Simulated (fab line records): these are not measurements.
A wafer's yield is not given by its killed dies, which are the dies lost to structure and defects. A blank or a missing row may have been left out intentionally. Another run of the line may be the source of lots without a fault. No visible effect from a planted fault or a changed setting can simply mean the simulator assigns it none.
Chamber matching / flow gf180mcu / GF_V4_CVD_02 on pecvd-03: 3 sister chambers
The step deposits SiO2 from TEOS, target thk 850 nm, time 94.851 s. 6 wafers are shown with their chamber, then 8 later ones without.

WAFERS, EACH WITH ITS CHAMBER
wafer=L077.3; chamber=2; heater-power-w (W)=561
wafer=L077.6; chamber=2; heater-power-w (W)=608
wafer=L084.3; chamber=0; heater-power-w (W)=505
wafer=L085.4; chamber=1; heater-power-w (W)=662
wafer=L085.6; chamber=0; heater-power-w (W)=429
wafer=L093.1; chamber=1; heater-power-w (W)=532

WAFERS WITH NO CHAMBER GIVEN
wafer=L093.2; heater-power-w (W)=627
wafer=L093.4; heater-power-w (W)=664
wafer=L096.3; heater-power-w (W)=657
wafer=L096.4; heater-power-w (W)=666
wafer=L096.6; heater-power-w (W)=664
wafer=L097.2; heater-power-w (W)=647
wafer=L097.5; heater-power-w (W)=473
wafer=L097.6; heater-power-w (W)=656

CHAMBER TAKEN BY EACH
wafer=L093.2; from the rows above=can't be placed: 1 or 2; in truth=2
wafer=L093.4; from the rows above=can't be placed: 1 or 2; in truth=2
wafer=L096.3; from the rows above=can't be placed: 1 or 2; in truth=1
wafer=L096.4; from the rows above=can't be placed: 1 or 2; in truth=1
wafer=L096.6; from the rows above=can't be placed: 1 or 2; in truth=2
wafer=L097.2; from the rows above=can't be placed: 1 or 2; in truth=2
wafer=L097.5; from the rows above=can't be placed: 0 or 2 or 1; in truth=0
wafer=L097.6; from the rows above=can't be placed: 1 or 2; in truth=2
Placed correctly: 0 of 8. From these rows, 8 cannot be placed; in 8 the true chamber is one of the candidates. Placed wrongly: 0.
How it was worked out, from the rows above alone: a wafer's distance from a chamber is the root of the sum, over the readings, of the square of ((its reading less the chamber's mean) divided by the reading's scatter). The wafer belongs to the nearest chamber; if the next one is less than 2 further off, it can't be placed. Each chamber's mean is taken over the wafers shown for it. How the scatter is found: for the shown wafers, subtract from each reading the mean of its chamber, square and add these, divide the total by (wafers less chambers), then take the root.
